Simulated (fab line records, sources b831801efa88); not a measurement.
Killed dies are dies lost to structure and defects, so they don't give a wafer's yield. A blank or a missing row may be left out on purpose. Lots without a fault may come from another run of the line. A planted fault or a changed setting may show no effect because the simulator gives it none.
A struck lot beside a sound one | flow sky130 | 15 steps out of a route of 708
Sound: wafers L376.1, L376.4, L376.5. Struck: wafer L387.5. (L387.1, L387.4 of the same lot were not struck and are left out.) The cause comes at the end.
At each step with rows: each side's tool, then ch and its chambers, then its first start. Under that, the readings that differ: sound wafers | struck wafers | difference of the means | sigmas: that difference in standard deviations of wafers without a fault.
alike: readings whose means differ by less than 2 such deviations, and words and numbers that are the same on both sides. not compared: withheld readings, readings that some wafer has no value for, bounds like >300 that may hide the same value, and numbers for which the record gives no deviation and whose values overlap.
The two part at a step that has a row with sigmas, a row that says differs or no value, or rows on one side only. Numbers that don't overlap but have no deviation are shown without sigmas and don't part them. A reading that every wafer of one side lacks parts them only if that side has two wafers or more.

SKY_SD_N_OVL_MEAS_08:
  sound on overlay-02, day 30 03:14; struck on overlay-01, day 33 17:35
  alike: SD_N_OVL
then, 2 steps without rows for these wafers: SKY_SD_N_IMPLANT_09; SKY_SD_N_IMPLANT_10.
SKY_SD_N_STRIP_11: strips in O2/N2.
  sound on plasma_asher-03 ch 0,1, day 30 03:34; struck on plasma_asher-01 ch 1, day 33 17:55
  reading                      | sound             | struck | difference | sigmas
  strip_time_to_endpoint_s (s) | 22.49 22.49 22.47 | 22.59  | +0.11      | +3
  alike: drypump_motor_current_A, oes_product_au
  not compared: rf_hours_counter_h
SKY_SD_N_TW_MEAS_12:
  sound on film_metro-02, day 30 03:40; struck on film_metro-04, day 33 18:01
  alike: SD_N_TW
then, 1 step without rows for these wafers: SKY_SD_N_CLEAN_13 (cleans in SC1/SC2, time 150 s).
SKY_SD_N_RTA_14: time 2 s.
  sound on rtp_anneal-02 ch 0, day 30 03:46; struck on rtp_anneal-02 ch 0, day 33 18:07
  alike: lamp_power_pct, wafer_temp_C_max
SKY_SD_N_RS_MEAS_16: measures by four-point-probe.
  sound on film_metro-04, day 30 03:57; struck on film_metro-02, day 33 18:18
  alike: SD_N_RS
SKY_SD_N_RS_MEAS_17: measures by four-point-probe.
  sound on film_metro-04, day 30 04:04; struck on film_metro-02, day 33 18:25
  alike: SD_P_RS
SKY_SD_N_RS_MEAS_18: measures by four-point-probe.
  sound on film_metro-04, day 30 04:11; struck on film_metro-02, day 33 18:32
  alike: RES_XHIGH_RS
then, 1 step without rows for these wafers: SKY_SALICIDE_CLEAN_00 (cleans in HF-last, time 30 s).
SKY_LI_CONTACT_HDPCVD_00: deposits PSG, target thk 930 nm, time 155 s.
  sound on hdpcvd-01 ch 0,1,2, day 30 04:19; struck on hdpcvd-02 ch 1, day 33 18:40
  reading                                       | sound             | struck | difference | sigmas
  run_length_s (s)                              | 183.2 183.1 181.9 | 248.4  | +65.7      | +99 or more
  model.PSG_of_LI_CONTACT_HDPCVD_00.thk_nm (nm) | 925 925.8 915.3   | 1320   | +398       |
  alike: sih4_flow_sccm
SKY_LI_CONTACT_THK_MEAS_01:
  sound on film_metro-03, day 30 04:26; struck on film_metro-04, day 33 18:47
  reading                    | sound       | struck | difference | sigmas
  LI_CONTACT_HDPCVD_THK (nm) | 925 925 915 | 1322   | +400       | +45
SKY_LI_CONTACT_CMP_02: polishes PSG.
  sound on cmp-01 ch 0,1, day 30 04:32; struck on cmp-01 ch 1, day 33 18:50
  reading                | sound          | struck | difference | sigmas
  time_to_endpoint_s (s) | 31.7 33.1 34.7 | 72.8   | +39.6      | +17
  alike: motor_current_A, slurry_flow_ml_min
SKY_LI_CONTACT_BOW_MEAS_03:
  sound on film_metro-03, day 30 04:47; struck on film_metro-04, day 33 19:08
  alike: LI_CONTACT_BOW

WHERE THEY PART
First at SKY_SD_N_STRIP_11; last, within this record, at SKY_LI_CONTACT_CMP_02. Later steps at which nothing parts them and some readings are alike: SKY_LI_CONTACT_BOW_MEAS_03.

WHY: what the simulator had put in
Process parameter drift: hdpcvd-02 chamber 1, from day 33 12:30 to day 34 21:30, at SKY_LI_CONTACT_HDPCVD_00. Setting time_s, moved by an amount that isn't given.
